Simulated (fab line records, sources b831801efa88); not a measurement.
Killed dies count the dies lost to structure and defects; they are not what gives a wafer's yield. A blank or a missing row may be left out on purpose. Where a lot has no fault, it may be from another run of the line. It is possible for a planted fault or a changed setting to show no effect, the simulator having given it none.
Struck lot and sound lot, side by side / flow sky130 / 36 steps out of a route of 708
Sound: wafers L626.1, L626.4, L626.6. Struck: wafers L617.3, L617.5, L617.6. At the end, the cause is stated.
At each step with rows: each side's tool, then ch and its chambers, then its first start. Under that, the readings that differ: sound wafers / struck wafers / difference of the means / sigmas: that difference in standard deviations of wafers without a fault.
alike: same words and numbers on both sides, and readings whose means sit less than 2 such deviations apart. not compared: any withheld reading, any reading some wafer has no value for, any bound like >300 that may hide the same value, and any number with overlapping values for which the record gives no deviation.
Wherever a step has rows on one side only, a row that says differs or no value, or a row with sigmas, the two part there. Numbers that have no deviation but don't overlap get no sigmas and don't part them. A reading that every wafer of one side lacks parts them only if that side has two wafers or more.

first, 10 steps without rows for these wafers: SKY_POLY_CUT_ETCH_10 (etches BARC in N2/H2, stops on SiO2, time 45.9 s, target depth 60 nm); SKY_POLY_CUT_ETCH_11 (etches Si3N4 in CF4/CH2F2/Ar, stops on poly-Si, time 42.5 s, target depth 60 nm); SKY_POLY_CUT_STRIP_12 (strips in O2/N2); SKY_SD_P_DEHYDRATE_00 (time 60 s); SKY_SD_P_HMDS_01 (prime time 60 s); SKY_SD_P_COAT_02 (resist thk 1140 nm); SKY_SD_P_SOFTBAKE_03 (time 60 s); SKY_SD_P_EXPOSE_04 (exposes mask PSDM, target cd 380 nm); SKY_SD_P_PEB_05; SKY_SD_P_DEVELOP_06 (develop time 60 s).
SKY_SD_P_IMPLANT_09:
  sound on implanter-04 ch 0, day 32 19:23; struck on implanter-02 ch 0, day 29 20:41
reading=beamEnergyKeV; sound=19.990 19.998 19.997; struck=24.590 24.591 24.595; difference=+4.597; sigmas=+99 or more
reading=model.implant.rpNm (nm); sound=16.97 16.97 16.97; struck=20.93 20.93 20.93; difference=+3.96; sigmas=
reading=model.implant.drpNm (nm); sound=9.746 9.746 9.746; struck=11.27 11.27 11.27; difference=+1.52; sigmas=
  alike: doseIonsCm2
SKY_SD_P_STRIP_10: strips in O2/N2.
  sound on plasmaAsher-01 ch 0,1, day 32 19:32; struck on plasmaAsher-01 ch 0,1, day 29 20:49
reading=oesProductAu (a.u.); sound=0.618 0.623 0.615; struck=0.594 0.599 0.610; difference=-0.018; sigmas=-4
reading=stripTimeToEndpointS (s); sound=17.57 17.52 17.56; struck=18.23 18.22 18.21; difference=+0.67; sigmas=+18
  alike: drypumpMotorCurrentA
  not compared: rfHoursCounterH
SKY_SD_P_TW_MEAS_11:
  sound: filmMetro-01 at day 32 19:38; struck: filmMetro-01 at day 29 20:54
reading=SD_P_TW; sound=2858 2862 2844; struck=3006 3006 3015; difference=+154; sigmas=+12
then, 21 steps without rows for these wafers: SKY_RES_XHIGH_DEHYDRATE_00 (time 60 s); SKY_RES_XHIGH_HMDS_01 (prime time 60 s); SKY_RES_XHIGH_COAT_02 (resist thk 1140 nm); SKY_RES_XHIGH_SOFTBAKE_03 (time 60 s); SKY_RES_XHIGH_EXPOSE_04 (exposes mask URPM, target cd 1270 nm); SKY_RES_XHIGH_PEB_05; SKY_RES_XHIGH_DEVELOP_06 (develop time 60 s); SKY_RES_XHIGH_IMPLANT_07; SKY_RES_XHIGH_STRIP_08 (strips in O2/N2); SKY_SD_N_DEHYDRATE_00 (time 60 s); SKY_SD_N_HMDS_01 (prime time 60 s); SKY_SD_N_COAT_02 (resist thk 1140 nm); SKY_SD_N_SOFTBAKE_03 (time 60 s); SKY_SD_N_EXPOSE_04 (exposes mask NSDM, target cd 380 nm); SKY_SD_N_PEB_05; SKY_SD_N_DEVELOP_06 (develop time 60 s); SKY_SD_N_IMPLANT_09; SKY_SD_N_IMPLANT_10; SKY_SD_N_STRIP_11 (strips in O2/N2); SKY_SD_N_CLEAN_13 (cleans in SC1/SC2, time 150 s); SKY_SD_N_RTA_14 (time 2 s).
-- the record jumps here: 2 days lie between the struck wafers' starts before and after --
SKY_SD_N_RS_MEAS_17: measures by four-point-probe.
  sound: filmMetro-02 at day 35 02:32; struck: filmMetro-04 at day 32 04:38
reading=SD_P_RS (ohm/sq); sound=146.7 146.9 146.8; struck=133.1 133.2 133.1; difference=-13.7; sigmas=-38
-- a jump in the record: the struck wafers' starts before and after are 17 days apart (it breaks off in module SD_N and resumes in module PAD_OPEN, where the first step shown is number 708 of the route) --
SKY_PAD_OPEN_PROBE_99:
  sound: prober-02 at day 50 17:59; struck: prober-01 at day 48 23:05
reading=model.etest.pfet_01v8.rOnOhmUm; sound=2904 2881 2910; struck=2767 2756 2787; difference=-128; sigmas=
reading=model.etest.resPdiff.lineOhmUm; sound=1384 1376 1379; struck=1273 1257 1258; difference=-117; sigmas=
reading=model.etest.resPdiffHv.rsOhmSq; sound=195.1 196.9 195.1; struck=172.3 174.2 174.4; difference=-22.1; sigmas=
reading=model.etest.resPdiff.rsOhmSq; sound=200.7 202.5 201.1; struck=180.7 182 181.5; difference=-20.0; sigmas=
reading=model.etest.pfet_01v8.driveUaUm; sound=190.8 191.8 191.3; struck=202.9 202.5 201.4; difference=+11.0; sigmas=
reading=model.etest.pfet_01v8_hvt.driveUaUm; sound=142.9 144.2 142.3; struck=153.1 152.3 151; difference=+9.0; sigmas=
reading=model.etest.sramPfetLatch.driveUaUm; sound=144.3 140.6 146.1; struck=149.1 150.1 149.2; difference=+5.8; sigmas=
  alike: killed_at_M0_to_M3, killed_at_M4_up, killedAtContacts, killedAtFrontEnd, killedAtOther, killedDies, killedOnRim, killedOpen, killedShort
  not compared: model.etest.pfet_01v8.offLog10AUm

WHERE THEY PART
Last at SKY_SD_N_RS_MEAS_17 as far as this record goes, first at SKY_SD_P_IMPLANT_09. Later steps at which nothing parts them and some readings are alike: SKY_PAD_OPEN_PROBE_99.

WHY: whatever the simulator had introduced
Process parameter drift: implanter-02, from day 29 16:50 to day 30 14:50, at SKY_SD_P_IMPLANT_09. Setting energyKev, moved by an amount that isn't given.
